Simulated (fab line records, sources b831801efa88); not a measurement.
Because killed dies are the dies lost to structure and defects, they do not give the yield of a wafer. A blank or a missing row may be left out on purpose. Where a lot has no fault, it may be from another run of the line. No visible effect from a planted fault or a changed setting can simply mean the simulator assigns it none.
The tool behind it: which one? + flow sky130 + 36 wafers from 12 lots sampled at 4 of the route's 708 steps

== WHAT THE GAUGES SHOWED, per wafer ==
SKY_METAL1_CD_MEAS_15: the cd target is 140 nm.
| lot  | measured     | on        | cd-nm (nm)        |
|------|--------------|-----------|-------------------|
| L074 | day 34 05:09 | cd-sem-02 | 138.2 138.5 140.0 |
| L077 | day 34 16:38 | cd-sem-01 | 140.8 140.0 139.0 |
| L079 | day 35 11:35 | cd-sem-02 | 138.8 140.1 140.3 |
| L081 | day 36 01:09 | cd-sem-02 | 139.1 139.1 136.7 |
| L083 | day 36 08:24 | cd-sem-02 | 140.9 141.5 140.1 |
| L085 | day 37 02:10 | cd-sem-02 | 138.0 139.2 137.9 |
| L087 | day 38 00:06 | cd-sem-01 | 137.5 139.2 138.9 |
| L089 | day 38 07:10 | cd-sem-01 | 142.5 142.3 140.8 |
| L091 | day 38 23:05 | cd-sem-02 | 138.3 139.1 141.5 |
| L093 | day 39 12:25 | cd-sem-01 | 140.4 142.2 141.1 |
| L095 | day 40 08:20 | cd-sem-01 | 138.6 138.8 138.5 |
| L097 | day 40 14:49 | cd-sem-01 | 140.3 140.9 141.0 |

== WHICH TOOL RAN EACH LOT (tool, then ch and the chambers of the sampled wafers, then the start) ==
| lot  | SKY_SD_P_STRIP_10                    | SKY_LI_CONTACT_STRIP_16              | SKY_LOCAL_INTERCONNECT_SPUTTER_00 |
|------|--------------------------------------|--------------------------------------|-----------------------------------|
| L074 | plasma-asher-01 ch 0,1, day 26 19:48 | plasma-asher-02 ch 0,1, day 30 12:41 | pvd-sputter-04, day 30 13:43      |
| L077 | plasma-asher-02 ch 0,1, day 27 10:35 | plasma-asher-04 ch 0,1, day 31 02:09 | pvd-sputter-01, day 31 03:09      |
| L079 | plasma-asher-02 ch 0,1, day 28 05:32 | plasma-asher-04 ch 0,1, day 31 21:10 | pvd-sputter-04, day 31 22:10      |
| L081 | plasma-asher-01 ch 1, day 28 21:27   | plasma-asher-02 ch 0,1, day 32 11:04 | pvd-sputter-02, day 32 12:06      |
| L083 | plasma-asher-01 ch 0, day 29 04:01   | plasma-asher-01 ch 0,1, day 32 17:50 | pvd-sputter-01, day 32 18:52      |
| L085 | plasma-asher-03 ch 0,1, day 29 23:13 | plasma-asher-04 ch 0,1, day 33 12:22 | pvd-sputter-04, day 33 13:25      |
| L087 | plasma-asher-01 ch 0,1, day 30 19:09 | plasma-asher-02 ch 0,1, day 34 08:35 | pvd-sputter-02, day 34 09:38      |
| L089 | plasma-asher-02 ch 0,1, day 31 06:03 | plasma-asher-01 ch 0,1, day 34 17:47 | pvd-sputter-01, day 34 18:51      |
| L091 | plasma-asher-03 ch 0,1, day 31 22:29 | plasma-asher-01 ch 0,1, day 35 10:31 | pvd-sputter-02, day 35 11:43      |
| L093 | plasma-asher-03 ch 0,1, day 32 12:34 | plasma-asher-01 ch 0,1, day 36 00:11 | pvd-sputter-02, day 36 01:14      |
| L095 | plasma-asher-03 ch 0,1, day 33 10:15 | plasma-asher-04 ch 0,1, day 36 21:11 | pvd-sputter-04, day 36 22:13      |
| L097 | plasma-asher-02 ch 0,1, day 33 17:59 | plasma-asher-04 ch 0,1, day 37 04:02 | pvd-sputter-04, day 37 05:05      |
- SKY_SD_P_STRIP_10: strips in O2/N2.
- SKY_LI_CONTACT_STRIP_16: strips in O2/N2.
- SKY_LOCAL_INTERCONNECT_SPUTTER_00: material TiN, target thk 100 nm, time 83.3 s.

== THE ANSWER, worked out from the rows above alone ==
Rule: the lots themselves supply what counts as usual. The widest of any qualifying gaps counts: lots, ordered by their means at a reading, are off when they make up no more than a third of the lots, leave a main group of 4 or more, and stand apart from it by 3 or more times the standard deviation of that group's means. A main group is skipped when, at the precision printed for the reading in the tables above, its means are all equal. Also off: a lot with no number at a reading for which 4 or more lots have one. All remaining lots with rows at the step are treated as sound.
Nothing can be told from this: no lot is off at any reading shown.

== WHAT WAS PUT IN BY THE SIMULATOR ==
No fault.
